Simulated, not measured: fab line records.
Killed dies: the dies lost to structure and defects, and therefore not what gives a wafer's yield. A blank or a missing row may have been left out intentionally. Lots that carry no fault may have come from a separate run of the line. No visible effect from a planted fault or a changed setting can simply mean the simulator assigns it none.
Commonality check across tools / flow gf180mcu / Sample size 12 lots and 36 wafers

WHY IT WAS OPENED
At GF_VT_IMPLANT_RS_MEAS_49 the reading MVPSD_RS is flagged on 2 of 12 lots. Fault-free wafers read 1169 ohm/sq, with a standard deviation of 3.5.
Rule: flag the lot when none of its wafers has a number, or when each of its wafers that has one lies beyond 4 standard deviations from that mean. The rest of the lots are taken to be sound.

lot=L216; measured=day 7 17:55; on=film metro-03; MVPSD_RS (ohm/sq), wafer by wafer=1175 1171 1173; flag=
lot=L219; measured=day 8 15:16; on=film metro-02; MVPSD_RS (ohm/sq), wafer by wafer=1160 1163 1163; flag=
lot=L220; measured=day 8 20:58; on=film metro-03; MVPSD_RS (ohm/sq), wafer by wafer=1161 1160 1163; flag=
lot=L221; measured=day 9 04:26; on=film metro-02; MVPSD_RS (ohm/sq), wafer by wafer=1170 1168 1168; flag=
lot=L222; measured=day 9 15:01; on=film metro-02; MVPSD_RS (ohm/sq), wafer by wafer=1170 1166 1168; flag=
lot=L223; measured=day 9 18:24; on=film metro-04; MVPSD_RS (ohm/sq), wafer by wafer=1169 1173 1173; flag=
lot=L225; measured=day 10 08:02; on=film metro-03; MVPSD_RS (ohm/sq), wafer by wafer=1170 1171 1169; flag=
lot=L230; measured=day 12 03:43; on=film metro-03; MVPSD_RS (ohm/sq), wafer by wafer=1149 1152 1147; flag=FLAGGED
lot=L231; measured=day 12 13:52; on=film metro-04; MVPSD_RS (ohm/sq), wafer by wafer=1147 1146 1145; flag=FLAGGED
lot=L236; measured=day 13 14:16; on=film metro-03; MVPSD_RS (ohm/sq), wafer by wafer=1169 1165 1167; flag=
lot=L238; measured=day 13 22:53; on=film metro-04; MVPSD_RS (ohm/sq), wafer by wafer=1169 1170 1169; flag=
lot=L237; measured=day 14 02:16; on=film metro-04; MVPSD_RS (ohm/sq), wafer by wafer=1172 1176 1174; flag=
Average over the flagged lots: 1148 ohm/sq; offset from the usual -21 ohm/sq, equal to -6 standard deviations.

LOT BY LOT: THE TOOL USED
The record keeps 1 process step preceding the reading, out of 602 steps on the route. Each cell gives the tool, then ch followed by the chambers the sampled wafers passed through, then the start.
lot=L216; flag=; GF_MVPSD_IMPLANT_08=implanter-01 ch 0, day 5 06:04
lot=L219; flag=; GF_MVPSD_IMPLANT_08=implanter-01 ch 0, day 6 00:46
lot=L220; flag=; GF_MVPSD_IMPLANT_08=implanter-01 ch 0, day 6 03:38
lot=L221; flag=; GF_MVPSD_IMPLANT_08=implanter-03 ch 0, day 6 10:36
lot=L222; flag=; GF_MVPSD_IMPLANT_08=implanter-02 ch 0, day 6 19:26
lot=L223; flag=; GF_MVPSD_IMPLANT_08=implanter-03 ch 0, day 6 22:32
lot=L225; flag=; GF_MVPSD_IMPLANT_08=implanter-01 ch 0, day 7 11:05
lot=L230; flag=FLAGGED; GF_MVPSD_IMPLANT_08=implanter-03 ch 0, day 9 03:32
lot=L231; flag=FLAGGED; GF_MVPSD_IMPLANT_08=implanter-03 ch 0, day 9 11:32
lot=L236; flag=; GF_MVPSD_IMPLANT_08=implanter-02 ch 0, day 10 09:28
lot=L238; flag=; GF_MVPSD_IMPLANT_08=implanter-01 ch 0, day 10 17:51
lot=L237; flag=; GF_MVPSD_IMPLANT_08=implanter-02 ch 0, day 10 20:17
These steps, and what they do:
- GF_MVPSD_IMPLANT_08
- GF_VT_IMPLANT_RS_MEAS_49: measures by four-point-probe.

FLAGGED AGAINST TOTAL, ONE TOOL AT A TIME (gauges that did the reading follow at the end)
step=GF_MVPSD_IMPLANT_08; tool=implanter-01; lots run=5; flagged=0; share of the flagged lots=none; sound lots run after its first flagged lot=-
step=GF_MVPSD_IMPLANT_08; tool=implanter-02; lots run=3; flagged=0; share of the flagged lots=none; sound lots run after its first flagged lot=-
step=GF_MVPSD_IMPLANT_08; tool=implanter-03; lots run=4; flagged=2; share of the flagged lots=all; sound lots run after its first flagged lot=0
step=GF_VT_IMPLANT_RS_MEAS_49; tool=film metro-02; lots run=3; flagged=0; share of the flagged lots=none; sound lots run after its first flagged lot=-
step=GF_VT_IMPLANT_RS_MEAS_49; tool=film metro-03; lots run=5; flagged=1; share of the flagged lots=some; sound lots run after its first flagged lot=1 (L236)
step=GF_VT_IMPLANT_RS_MEAS_49; tool=film metro-04; lots run=4; flagged=1; share of the flagged lots=some; sound lots run after its first flagged lot=2 (L238,L237)

WHAT IS ALLOWED BY THE TABLE
All flagged lots share 1 row of the table, namely implanter-03 at GF_MVPSD_IMPLANT_08.
- implanter-03 at GF_MVPSD_IMPLANT_08 ran 4 lots, 2 of them flagged. Last sound lot L223 at day 6 22:32, first flagged lot L230 at day 9 03:32; a fault beginning in between fits. Its own readings lie more than 4 standard deviations out on every wafer of the flagged lots: dose ions cm2.
implanter-03 at GF_MVPSD_IMPLANT_08 is the single tool remaining.

WHAT WAS PUT IN BY THE SIMULATOR
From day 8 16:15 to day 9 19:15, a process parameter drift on implanter-03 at GF_MVPSD_IMPLANT_08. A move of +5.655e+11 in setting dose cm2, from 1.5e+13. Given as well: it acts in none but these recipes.
Lots struck among those shown: L230, L231. The rule given above showed the same thing.
